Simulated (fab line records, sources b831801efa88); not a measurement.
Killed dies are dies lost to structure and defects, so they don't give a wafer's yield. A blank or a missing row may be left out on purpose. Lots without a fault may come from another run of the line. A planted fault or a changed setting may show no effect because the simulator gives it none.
fab line records | flow sky130
record lots=24 wafers=72 last_day=51
route steps=708 shown FIELD_ISO@1 PWDE@84 VT_ADJUST_LVTN@118
lots that met no fault: from a run of the same line without faults
start_h: hours from the record's first day to the start of the lot's first wafer shown | wait_h: hours since the lot's step before | " the same as in the row above | L1.1+2: a row that stands for several wafers | - no value, or no start given | * or withheld: withheld | < > ~ a bound
route shown NAME@n: a module of which the file shows steps, and the number in the route of the first | usual: mean/standard deviation of fault-free wafers | same: alike in all rows | chamber/n: place in a boat | sites: the reading at each site | _std_site: their standard deviation | _edge_site: outer sites' mean less inner sites' | radius_mm: how far each site lies from the wafer's centre | mask NAME#n: copy n | behind: the tool/chamber that last shaped the wafer | hold: why the lot was held/for how many hours/how that ended | device: the transistor (n, p or np) that didn't switch | end of line: the same wafers' tests at the end of the route | a step without rows: its recipe alone | killed: dies lost to structure and defects at the first sort, not the wafer's yield | map: a wafer's dies, x killed, . not, _ none there
set.NAME: the setting as run; set.NAME@STEP: as run at that earlier step | model.NAME: the simulator's own value behind a step, which no gauge read
steps of the route over a sample of lots; a table a step, a row a wafer
services: from which hour (start_h, from the record's first day; less than 0 if before it) a tool's chamber was out of use, for how many hours, and why
## steps
# step SKY_FIELD_ISO_BOW_MEAS_00
# recipe mode=bow
# usual INCOMING_BOW=0/6.9
# columns lot.wafer tool chamber start_h wait_h INCOMING_BOW[um]
L074.2 film_metro-01 - 10.02 - 1
L074.3 " - " " 0
L074.4 " - " " 4
L075.3 film_metro-02 - 15.04 - -4
L075.5 " - " " 10
L075.6 " - " " -1
L076.3 film_metro-01 - 20.04 - 2
L076.4 " - " " 8
L076.5 " - " " -10
L077.2 film_metro-01 - 25.02 - -13
L077.3 " - " " 0
L077.6 " - " " 7
L078.3 film_metro-02 - 30.04 - 8
L078.4 " - " " -2
L078.5 " - " " 1
L079.1 film_metro-02 - 35.00 - -2
L079.2 " - " " 11
L079.4 " - " " -3
L080.4 film_metro-02 - 40.06 - 1
L080.5 " - " " -4
L080.6 " - " " 7
L081.1 film_metro-01 - 45.00 - -4
L081.3 " - " " -6
L081.6 " - " " -6
L082.3 film_metro-04 - 50.04 - 0
L082.4 " - " " 1
L082.6 " - " " 6
L083.1 film_metro-04 - 55.00 - 9
L083.2 " - " " -1
L083.5 " - " " -5
L084.2 film_metro-02 - 60.02 - 0
L084.5 " - " " 9
L084.6 " - " " -1
L085.1 film_metro-04 - 65.00 - -4
L085.4 " - " " 6
L085.6 " - " " -7
L086.1 film_metro-04 - 70.00 - 1
L086.2 " - " " 0
L086.5 " - " " 13
L087.2 film_metro-01 - 75.02 - -9
L087.4 " - " " -8
L087.5 " - " " -2
L088.2 film_metro-01 - 80.02 - 9
L088.3 " - " " -5
L088.5 " - " " 3
L089.2 film_metro-04 - 85.02 - -8
L089.3 " - " " -2
L089.6 " - " " 12
L090.1 film_metro-01 - 90.00 - 10
L090.4 " - " " -6
L090.5 " - " " -6
L091.1 film_metro-02 - 95.00 - 5
L091.2 " - " " 2
L091.4 " - " " 2
L092.3 film_metro-02 - 100.04 - -1
L092.5 " - " " 12
L092.6 " - " " -6
L093.2 film_metro-01 - 105.02 - -2
L093.4 " - " " 4
L093.5 " - " " 16
L094.1 film_metro-01 - 110.00 - 1
L094.4 " - " " 3
L094.6 " - " " -5
L095.1 film_metro-04 - 115.00 - -3
L095.4 " - " " -6
L095.6 " - " " -2
L096.1 film_metro-02 - 120.00 - -6
L096.3 " - " " -3
L096.5 " - " " 5
L097.2 film_metro-01 - 125.02 - -8
L097.4 " - " " 12
L097.6 " - " " -5
# step SKY_FIELD_ISO_ETCH_14
# recipe chemistry=N2/H2 target=BARC ion_energy_ev=200 source_w=500 bias_w=100 pressure_mtorr=30 n2_flow_sccm=100 h2_flow_sccm=200 stop_on=SiO2 time_s=45.9 target_depth_a=600
# usual drypump_motor_current_A=5.9/0.45 h2_flow_sccm=199.9/0.61 oes_product_au=0.855/0.0043 throttle_valve_pct=13.223/0.0096
# columns lot.wafer tool chamber start_h wait_h drypump_motor_current_A h2_flow_sccm oes_product_au rf_hours_counter_h throttle_valve_pct
L074.2 rie_diel-01 2 31.01 0.1 6.7 200.1 0.859 90 13.206
L074.3 " 3 " " 5.7 201.1 0.858 0 13.227
L074.4 " 1 " " 5.9 200.6 0.860 171 13.219
L075.3 rie_diel-03 1 33.61 0.1 6.4 200.1 0.859 76 13.223
L075.5 " 3 " " 5.3 199.4 0.857 - 13.226
L075.6 " 2 " " 5.9 200.5 0.850 - 13.217
L076.3 rie_diel-01 0 40.23 0.1 5.7 200.7 0.861 63 13.219
L076.4 " 1 " " 5.9 198.4 0.856 172 13.217
L076.5 " 0 " " 5.7 201.0 0.854 - 13.218
L077.2 rie_diel-03 0 45.66 0.1 5.9 199.6 0.857 0 13.228
L077.3 " 3 " " 5.3 198.5 0.847 23 13.207
L077.6 " 0 " " 5.9 199.7 0.853 - 13.229
L078.3 rie_diel-03 3 49.88 0.1 5.3 199.8 0.849 23 13.224
L078.4 " 1 " " 6.4 199.8 0.851 76 13.229
L078.5 " 1 " " 6.3 200.2 0.856 - 13.229
L079.1 rie_diel-01 0 56.31 0.1 5.7 199.9 0.861 63 13.212
L079.2 " 3 " " 5.7 200.3 0.855 1 13.238
L079.4 " 1 " " 5.9 200.1 0.852 172 13.228
L080.4 rie_diel-01 3 60.63 0.0 5.7 200.7 0.853 1 13.216
L080.5 " 2 " " 6.6 200.8 0.862 - 13.210
L080.6 " 3 " " 5.7 200.4 0.862 - 13.229
L081.1 rie_diel-03 0 67.13 0.1 5.9 201.1 0.851 0 13.230
L081.3 " 3 " " 5.3 198.9 0.849 23 13.224
L081.6 " 3 " " 5.3 198.7 0.860 - 13.242
L082.3 rie_diel-02 0 72.38 0.1 5.6 201.0 0.848 14 13.218
L082.4 " 1 " " 5.1 200.0 0.852 131 13.212
L082.6 " 2 " " 5.6 199.9 0.859 - 13.220
L083.1 rie_diel-01 2 76.23 0.1 6.7 200.0 0.855 91 13.217
L083.2 " 3 " " 5.7 200.0 0.860 1 13.220
L083.5 " 3 " " 5.7 200.2 0.858 - 13.223
L084.2 rie_diel-01 3 81.73 0.1 5.7 199.8 0.853 1 13.224
L084.5 " 0 " " 5.7 200.5 0.849 - 13.234
L084.6 " 2 " " 6.7 199.9 0.850 - 13.207
L085.1 rie_diel-01 3 88.48 0.1 5.7 199.7 0.856 2 13.236
L085.4 " 0 " " 5.7 198.2 0.857 64 13.239
L085.6 " 2 " " 6.6 200.0 0.858 - 13.238
L086.1 rie_diel-01 3 91.58 0.1 5.7 200.1 0.856 2 13.208
L086.2 " 1 " " 5.9 200.6 0.852 0 13.230
L086.5 " 1 " " 6.0 200.4 0.859 - 13.217
L087.2 rie_diel-03 1 96.75 0.1 6.4 199.4 0.853 77 13.224
L087.4 " 2 " " 5.9 200.1 0.852 40 13.231
L087.5 " 2 " " 5.9 199.9 0.854 - 13.220
L088.2 rie_diel-01 0 102.08 0.1 5.7 200.0 0.857 64 13.230
L088.3 " 3 " " 5.7 199.8 0.855 2 13.218
L088.5 " 0 " " 5.7 199.6 0.848 - 13.229
L089.2 rie_diel-01 2 107.81 0.1 6.6 199.9 0.863 92 13.215
L089.3 " 3 " " 5.7 199.9 0.859 2 13.222
L089.6 " 1 " " 5.9 200.1 0.855 - 13.219
L090.1 rie_diel-03 0 114.73 0.1 5.9 201.2 0.860 1 13.225
L090.4 " 3 " " 5.3 199.4 0.844 24 13.250
L090.5 " 2 " " 5.9 199.8 0.852 - 13.246
L091.1 rie_diel-02 0 117.73 0.1 5.7 200.6 0.849 15 13.219
L091.2 " 2 " " 5.6 200.1 0.853 81 13.223
L091.4 " 3 " " 5.3 200.9 0.859 101 13.223
L092.3 rie_diel-01 2 123.18 0.1 6.7 201.1 0.860 92 13.231
L092.5 " 3 " " 5.7 199.4 0.865 - 13.220
L092.6 " 2 " " 6.7 200.5 0.864 - 13.239
L093.2 rie_diel-03 0 127.33 0.1 5.9 201.2 0.853 1 13.230
L093.4 " 3 " " 5.2 199.3 0.851 24 13.237
L093.5 " 1 " " 6.4 200.1 0.857 - 13.211
L094.1 rie_diel-02 0 132.23 0.1 5.6 200.2 0.856 15 13.224
L094.4 " 2 " " 5.6 200.3 0.866 82 13.208
L094.6 " 1 " " 5.1 201.2 0.848 - 13.222
L095.1 rie_diel-03 2 139.13 0.1 5.9 199.7 0.859 41 13.239
L095.4 " 2 " " 5.9 199.6 0.852 - 13.217
L095.6 " 3 " " 5.3 200.6 0.851 - 13.243
L096.1 rie_diel-02 1 146.92 0.1 5.1 200.4 0.852 132 13.218
L096.3 " 0 " " 5.7 199.3 0.854 15 13.216
L096.5 " 0 " " 5.7 199.9 0.851 - 13.237
L097.2 rie_diel-01 3 153.66 0.1 5.7 200.2 0.853 3 13.227
L097.4 " 2 " " 6.7 199.8 0.861 93 13.222
L097.6 " 2 " " 6.7 198.7 0.862 - 13.229
# step SKY_FIELD_ISO_ETCH_15
# recipe chemistry=CHF3/O2 target_depth_nm=180 stop_on=Si source_w=600 bias_w=200 pressure_mtorr=40 chf3_flow_sccm=50 O2_flow_sccm=5 time_s=72
# usual drypump_motor_current_A=5.9/0.44 oes_product_au=0.944/0.0069 throttle_valve_pct=8.844/0.009
# columns lot.wafer tool chamber start_h wait_h drypump_motor_current_A oes_product_au rf_hours_counter_h throttle_valve_pct
L074.2 rie_diel-01 2 31.05 0.0 6.7 0.936 90 8.842
L074.3 " 3 " " 5.7 0.940 0 8.836
L074.4 " 1 " " 5.9 0.940 171 8.850
L075.3 rie_diel-03 1 33.65 0.0 6.3 0.927 76 8.853
L075.5 " 3 " " 5.3 0.938 - 8.838
L075.6 " 2 " " 5.9 0.937 - 8.844
L076.3 rie_diel-01 0 40.27 0.0 5.7 0.939 63 8.845
L076.4 " 1 " " 5.9 0.939 172 8.853
L076.5 " 0 " " 5.7 0.947 - 8.846
L077.2 rie_diel-03 0 45.70 0.0 5.9 0.934 0 8.836
L077.3 " 3 " " 5.3 0.938 23 8.834
L077.6 " 0 " " 5.9 0.920 - 8.850
L078.3 rie_diel-03 3 49.92 0.0 5.3 0.943 23 8.841
L078.4 " 1 " " 6.4 0.951 76 8.831
L078.5 " 1 " " 6.4 0.943 - 8.853
L079.1 rie_diel-01 0 56.35 0.0 5.7 0.944 63 8.845
L079.2 " 3 " " 5.7 0.947 1 8.832
L079.4 " 1 " " 5.9 0.941 172 8.837
L080.4 rie_diel-01 3 60.67 0.0 5.7 0.953 1 8.844
L080.5 " 2 " " 6.7 0.955 - 8.834
L080.6 " 3 " " 5.7 0.944 - 8.850
L081.1 rie_diel-03 0 67.17 0.0 5.9 0.950 0 8.833
L081.3 " 3 " " 5.3 0.947 23 8.843
L081.6 " 3 " " 5.3 0.944 - 8.843
L082.3 rie_diel-02 0 72.42 0.0 5.6 0.946 14 8.849
L082.4 " 1 " " 5.1 0.957 131 8.842
L082.6 " 2 " " 5.6 0.956 - 8.840
L083.1 rie_diel-01 2 76.27 0.0 6.7 0.943 91 8.835
L083.2 " 3 " " 5.7 0.953 1 8.840
L083.5 " 3 " " 5.7 0.949 - 8.838
L084.2 rie_diel-01 3 81.77 0.0 5.7 0.936 1 8.854
L084.5 " 0 " " 5.7 0.942 - 8.841
L084.6 " 2 " " 6.7 0.942 - 8.842
L085.1 rie_diel-01 3 88.52 0.0 5.7 0.938 2 8.853
L085.4 " 0 " " 5.7 0.931 64 8.844
L085.6 " 2 " " 6.7 0.945 - 8.857
L086.1 rie_diel-01 3 91.62 0.0 5.7 0.943 2 8.857
L086.2 " 1 " " 5.9 0.943 0 8.841
L086.5 " 1 " " 5.9 0.942 - 8.840
L087.2 rie_diel-03 1 96.79 0.0 6.4 0.943 77 8.850
L087.4 " 2 " " 5.9 0.950 40 8.832
L087.5 " 2 " " 5.9 0.937 - 8.859
L088.2 rie_diel-01 0 102.12 0.0 5.7 0.939 64 8.846
L088.3 " 3 " " 5.7 0.939 2 8.852
L088.5 " 0 " " 5.7 0.938 - 8.849
L089.2 rie_diel-01 2 107.85 0.0 6.6 0.940 92 8.841
L089.3 " 3 " " 5.7 0.954 2 8.841
L089.6 " 1 " " 5.9 0.945 - 8.853
L090.1 rie_diel-03 0 114.77 0.0 5.9 0.940 1 8.842
L090.4 " 3 " " 5.3 0.944 24 8.831
L090.5 " 2 " " 5.9 0.938 - 8.848
L091.1 rie_diel-02 0 117.77 0.0 5.6 0.940 15 8.857
L091.2 " 2 " " 5.6 0.941 81 8.833
L091.4 " 3 " " 5.3 0.939 101 8.835
L092.3 rie_diel-01 2 123.22 0.0 6.7 0.955 92 8.851
L092.5 " 3 " " 5.7 0.954 - 8.838
L092.6 " 2 " " 6.7 0.949 - 8.847
L093.2 rie_diel-03 0 127.37 0.0 5.9 0.952 1 8.845
L093.4 " 3 " " 5.3 0.953 24 8.851
L093.5 " 1 " " 6.4 0.950 - 8.843
L094.1 rie_diel-02 0 132.27 0.0 5.6 0.956 15 8.848
L094.4 " 2 " " 5.6 0.958 82 8.844
L094.6 " 1 " " 5.1 0.944 - 8.851
L095.1 rie_diel-03 2 139.17 0.0 5.8 0.947 41 8.839
L095.4 " 2 " " 5.8 0.944 - 8.848
L095.6 " 3 " " 5.3 0.943 - 8.859
L096.1 rie_diel-02 1 146.96 0.0 5.1 0.950 132 8.841
L096.3 " 0 " " 5.6 0.950 15 8.855
L096.5 " 0 " " 5.6 0.951 - 8.846
L097.2 rie_diel-01 3 153.70 0.0 5.7 0.951 3 8.836
L097.4 " 2 " " 6.7 0.949 93 8.859
L097.6 " 2 " " 6.7 0.944 - 8.856
# step SKY_FIELD_ISO_THK_MEAS_23
# recipe reads=SiO2_of_FIELD_ISO_OXIDATION_22
# usual FIELD_ISO_OXIDATION_01_THK=9.94/0.14
# columns lot.wafer tool chamber start_h wait_h FIELD_ISO_OXIDATION_01_THK[nm]
L074.2 film_metro-01 - 33.32 0.0 9.93
L074.3 " - " " 9.97
L074.4 " - " " 9.67
L075.3 film_metro-01 - 36.83 0.0 9.92
L075.5 " - " " 9.92
L075.6 " - " " 9.98
L076.3 film_metro-04 - 43.88 0.0 9.93
L076.4 " - " " 9.98
L076.5 " - " " 9.82
L077.2 film_metro-01 - 49.64 0.0 10.02
L077.3 " - " " 10.10
L077.6 " - " " 9.92
L078.3 film_metro-01 - 54.92 0.0 10.25
L078.4 " - " " 10.18
L078.5 " - " " 10.10
L079.1 film_metro-04 - 59.44 0.0 10.00
L079.2 " - " " 9.84
L079.4 " - " " 9.96
L080.4 film_metro-01 - 63.85 0.0 10.12
L080.5 " - " " 9.98
L080.6 " - " " 10.06
L081.1 film_metro-04 - 69.40 0.0 9.91
L081.3 " - " " 9.84
L081.6 " - " " 10.05
L082.3 film_metro-02 - 74.11 0.0 10.15
L082.4 " - " " 10.09
L082.6 " - " " 10.27
L083.1 film_metro-04 - 78.47 0.0 9.91
L083.2 " - " " 9.98
L083.5 " - " " 9.88
L084.2 film_metro-02 - 83.47 0.0 10.05
L084.5 " - " " 9.80
L084.6 " - " " 9.81
L085.1 film_metro-04 - 91.72 0.0 10.07
L085.4 " - " " 10.01
L085.6 " - " " 10.22
L086.1 film_metro-02 - 95.66 0.0 10.01
L086.2 " - " " 10.07
L086.5 " - " " 10.00
L087.2 film_metro-02 - 98.53 0.0 10.00
L087.4 " - " " 10.11
L087.5 " - " " 9.88
L088.2 film_metro-01 - 104.22 0.0 9.84
L088.3 " - " " 9.76
L088.5 " - " " 9.73
L089.2 film_metro-01 - 110.75 0.0 9.88
L089.3 " - " " 9.99
L089.6 " - " " 9.87
L090.1 film_metro-02 - 116.66 0.0 9.66
L090.4 " - " " 9.85
L090.5 " - " " 9.76
L091.1 film_metro-01 - 119.46 0.0 9.91
L091.2 " - " " 9.95
L091.4 " - " " 9.93
L092.3 film_metro-01 - 126.89 0.0 10.05
L092.5 " - " " 9.92
L092.6 " - " " 9.92
L093.2 film_metro-01 - 129.57 0.0 9.72
L093.4 " - " " 9.76
L093.5 " - " " 9.71
L094.1 film_metro-01 - 135.38 0.0 10.10
L094.4 " - " " 10.12
L094.6 " - " " 10.03
L095.1 film_metro-01 - 140.87 0.0 9.91
L095.4 " - " " 9.70
L095.6 " - " " 9.89
L096.1 film_metro-02 - 148.64 0.0 9.81
L096.3 " - " " 9.73
L096.5 " - " " 9.64
L097.2 film_metro-02 - 155.41 0.0 9.99
L097.4 " - " " 9.99
L097.6 " - " " 9.89
# step SKY_NWELL_RS_MEAS_31
# recipe thk_meas_gauge=four-point-probe
# usual PWDE_RS=5276/16
# columns lot.wafer tool chamber start_h wait_h PWDE_RS[ohm/sq]
L074.2 film_metro-04 - 110.18 0.1 5287
L074.3 " - " " 5281
L074.4 " - " " 5265
L075.3 film_metro-02 - 111.45 0.1 5308
L075.5 " - " " 5293
L075.6 " - " " 5298
L076.3 film_metro-04 - 120.86 0.1 5307
L076.4 " - " " 5283
L076.5 " - " " 5298
L077.2 film_metro-04 - 127.23 0.1 5250
L077.3 " - " " 5264
L077.6 " - " " 5271
L078.3 film_metro-03 - 131.89 0.1 5249
L078.4 " - " " 5264
L078.5 " - " " 5249
L079.1 film_metro-02 - 138.21 0.1 5300
L079.2 " - " " 5292
L079.4 " - " " 5275
L080.4 film_metro-04 - 142.06 0.1 5282
L080.5 " - " " 5284
L080.6 " - " " 5287
L081.1 film_metro-04 - 148.32 0.1 5283
L081.3 " - " " 5282
L081.6 " - " " 5279
L082.3 film_metro-02 - 154.59 0.1 5284
L082.4 " - " " 5278
L082.6 " - " " 5295
L083.1 film_metro-03 - 159.71 0.1 5266
L083.2 " - " " 5271
L083.5 " - " " 5251
L084.2 film_metro-02 - 165.53 0.1 5274
L084.5 " - " " 5278
L084.6 " - " " 5290
L085.1 film_metro-03 - 176.36 0.1 5290
L085.4 " - " " 5283
L085.6 " - " " 5288
L086.1 film_metro-03 - 177.97 0.1 5248
L086.2 " - " " 5258
L086.5 " - " " 5283
L087.2 film_metro-02 - 183.27 0.1 5257
L087.4 " - " " 5264
L087.5 " - " " 5261
L088.2 film_metro-03 - 191.62 0.1 5279
L088.3 " - " " 5258
L088.5 " - " " 5272
L089.2 film_metro-02 - 196.99 0.1 5275
L089.3 " - " " 5287
L089.6 " - " " 5301
L090.1 film_metro-02 - 204.85 0.1 5264
L090.4 " - " " 5285
L090.5 " - " " 5269
L091.1 film_metro-04 - 213.05 0.1 5299
L091.2 " - " " 5305
L091.4 " - " " 5292
L092.3 film_metro-04 - 219.80 0.1 5294
L092.5 " - " " 5276
L092.6 " - " " 5276
L093.2 film_metro-02 - 221.49 0.1 5274
L093.4 " - " " 5296
L093.5 " - " " 5301
L094.1 film_metro-04 - 228.76 0.1 5263
L094.4 " - " " 5263
L094.6 " - " " 5242
L095.1 film_metro-04 - 234.91 0.1 5270
L095.4 " - " " 5271
L095.6 " - " " 5254
L096.1 film_metro-03 - 244.07 0.1 5284
L096.3 " - " " 5245
L096.5 " - " " 5257
L097.2 film_metro-04 - 253.18 0.1 5280
L097.4 " - " " 5260
L097.6 " - " " 5287
# step SKY_VT_ADJUST_LVTN_TW_MEAS_21
# usual VT_ADJUST_LVTN_2_TW=186.1/1.2
# columns lot.wafer tool chamber start_h wait_h VT_ADJUST_LVTN_2_TW
L074.2 film_metro-02 - 169.03 0.1 184.2
L074.3 " - " " 184.8
L074.4 " - " " 184.1
L075.3 film_metro-03 - 173.28 0.1 186.4
L075.5 " - " " 186.1
L075.6 " - " " 187.0
L076.3 film_metro-02 - 182.42 0.1 184.3
L076.4 " - " " 184.0
L076.5 " - " " 185.8
L077.2 film_metro-02 - 188.86 0.1 184.1
L077.3 " - " " 184.0
L077.6 " - " " 183.4
L078.3 film_metro-03 - 194.94 0.1 187.3
L078.4 " - " " 187.3
L078.5 " - " " 187.8
L079.1 film_metro-01 - 201.72 0.1 186.3
L079.2 " - " " 186.3
L079.4 " - " " 185.1
L080.4 film_metro-02 - 207.68 0.1 186.5
L080.5 " - " " 186.2
L080.6 " - " " 185.5
L081.1 film_metro-02 - 213.52 0.1 185.2
L081.3 " - " " 185.8
L081.6 " - " " 187.2
L082.3 film_metro-03 - 220.63 0.1 186.8
L082.4 " - " " 187.6
L082.6 " - " " 187.1
L083.1 film_metro-02 - 227.92 0.1 186.0
L083.2 " - " " 186.2
L083.5 " - " " 185.2
L084.2 film_metro-02 - 233.76 0.1 185.1
L084.5 " - " " 185.6
L084.6 " - " " 184.7
L085.1 film_metro-03 - 245.52 0.1 187.1
L085.4 " - " " 187.4
L085.6 " - " " 188.0
L086.1 film_metro-02 - 247.72 0.1 186.6
L086.2 " - " " 185.9
L086.5 " - " " 185.1
L087.2 film_metro-02 - 253.37 0.1 185.7
L087.4 " - " " 185.1
L087.5 " - " " 185.3
L088.2 film_metro-02 - 264.43 0.1 185.7
L088.3 " - " " 186.1
L088.5 " - " " 185.3
L089.2 film_metro-03 - 270.31 0.1 187.0
L089.3 " - " " 186.1
L089.6 " - " " 187.0
L090.1 film_metro-01 - 278.62 0.1 187.2
L090.4 " - " " 188.1
L090.5 " - " " 188.6
L091.1 film_metro-01 - 287.16 0.1 188.2
L091.2 " - " " 186.8
L091.4 " - " " 187.6
L092.3 film_metro-03 - 295.79 0.1 186.7
L092.5 " - " " 187.2
L092.6 " - " " 186.5
L093.2 film_metro-01 - 298.51 0.1 186.9
L093.4 " - " " 186.9
L093.5 " - " " 185.9
L094.1 film_metro-02 - 306.50 0.1 184.7
L094.4 " - " " 184.3
L094.6 " - " " 184.0
L095.1 film_metro-02 - 313.27 0.1 185.2
L095.4 " - " " 186.7
L095.6 " - " " 186.4
L096.1 film_metro-01 - 324.11 0.1 187.3
L096.3 " - " " 186.8
L096.5 " - " " 187.6
L097.2 film_metro-01 - 333.73 0.1 187.7
L097.4 " - " " 186.9
L097.6 " - " " 186.3
## services
# columns tool chamber start_h hours kind
rie_diel-01 1 7.13 3.3 repair
rie_diel-03 2 7.15 2.9 repair
rie_diel-02 3 9.38 6.6 repair
rie_diel-03 0 21.41 - clean
rie_diel-03 0 21.41 19.7 scheduled_down
rie_diel-03 0 21.41 19.7 vent_cycle
rie_diel-01 2 49.49 3.1 repair
rie_diel-02 - 55.32 2.8 pm
rie_diel-01 1 63.69 - clean
rie_diel-01 1 63.69 21.4 scheduled_down
rie_diel-01 1 63.69 21.4 vent_cycle
rie_diel-03 2 63.93 4.0 repair
rie_diel-02 0 89.86 4.3 repair
rie_diel-02 1 112.54 2.6 repair
rie_diel-03 1 129.08 10.7 repair
## key
fault none
